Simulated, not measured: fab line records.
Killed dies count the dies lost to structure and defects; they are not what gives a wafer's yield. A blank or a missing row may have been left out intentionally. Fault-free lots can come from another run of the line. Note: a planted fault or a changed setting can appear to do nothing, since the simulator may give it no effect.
Matching of chambers + flow gf180mcu + cmp-02 running GF_STI_CMP_25: 4 sister chambers
The step polishes, stops on Si3N4, t overpolish 33 s, target thk 524.6 nm. 8 wafers are shown with their chamber, then 10 later ones without.

WAFERS WITH THEIR CHAMBER
| wafer  | chamber | motor-current-A (A) | time-to-endpoint-s (s) |
|--------|---------|---------------------|------------------------|
| L080.2 | 1       | 13.7                | 133                    |
| L082.5 | 0       | 12.6                | 125                    |
| L082.6 | 3       | 11.3                | 123                    |
| L084.2 | 3       | 11.9                | 128                    |
| L084.3 | 0       | 13.0                | 130                    |
| L084.4 | 2       | 10.8                | 118                    |
| L086.1 | 1       | 14.3                | 133                    |
| L086.3 | 2       | 10.6                | 113                    |

WAFERS WITHOUT THEIR CHAMBER
| wafer  | motor-current-A (A) | time-to-endpoint-s (s) |
|--------|---------------------|------------------------|
| L086.6 | 13.7                | 128                    |
| L089.3 | 12.0                | 130                    |
| L089.4 | 14.1                | 140                    |
| L089.6 | 12.2                | 133                    |
| L090.2 | 13.2                | 129                    |
| L090.3 | 10.4                | 121                    |
| L090.4 | 13.8                | 135                    |
| L095.2 | 12.0                | 130                    |
| L095.3 | 10.1                | 123                    |
| L095.4 | 13.2                | 134                    |

THE CHAMBER EACH PASSED THROUGH
| wafer  | from the rows above     | in truth |
|--------|-------------------------|----------|
| L086.6 | can't be placed: 1 or 0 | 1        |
| L089.3 | can't be placed: 3 or 0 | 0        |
| L089.4 | 1                       | 1        |
| L089.6 | can't be placed: 0 or 3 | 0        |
| L090.2 | can't be placed: 0 or 1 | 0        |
| L090.3 | can't be placed: 2 or 3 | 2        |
| L090.4 | 1                       | 1        |
| L095.2 | can't be placed: 3 or 0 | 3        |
| L095.3 | can't be placed: 2 or 3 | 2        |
| L095.4 | can't be placed: 1 or 0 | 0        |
Placed correctly: 2 of 10. From these rows, 8 cannot be placed; in 8 the true chamber is one of the candidates. Placed wrongly: 0.
How it was worked out, from the rows above alone: a wafer's distance from a chamber is the root of the sum, over the readings, of the square of ((its reading less the chamber's mean) divided by the reading's scatter). The wafer belongs to the nearest chamber; if the next one is less than 2 further off, it can't be placed. For every chamber, the mean is computed from those of its wafers that are shown. The scatter: the root of (the sum of the squares of (reading less its chamber's mean) over the shown wafers, divided by (wafers less chambers)).
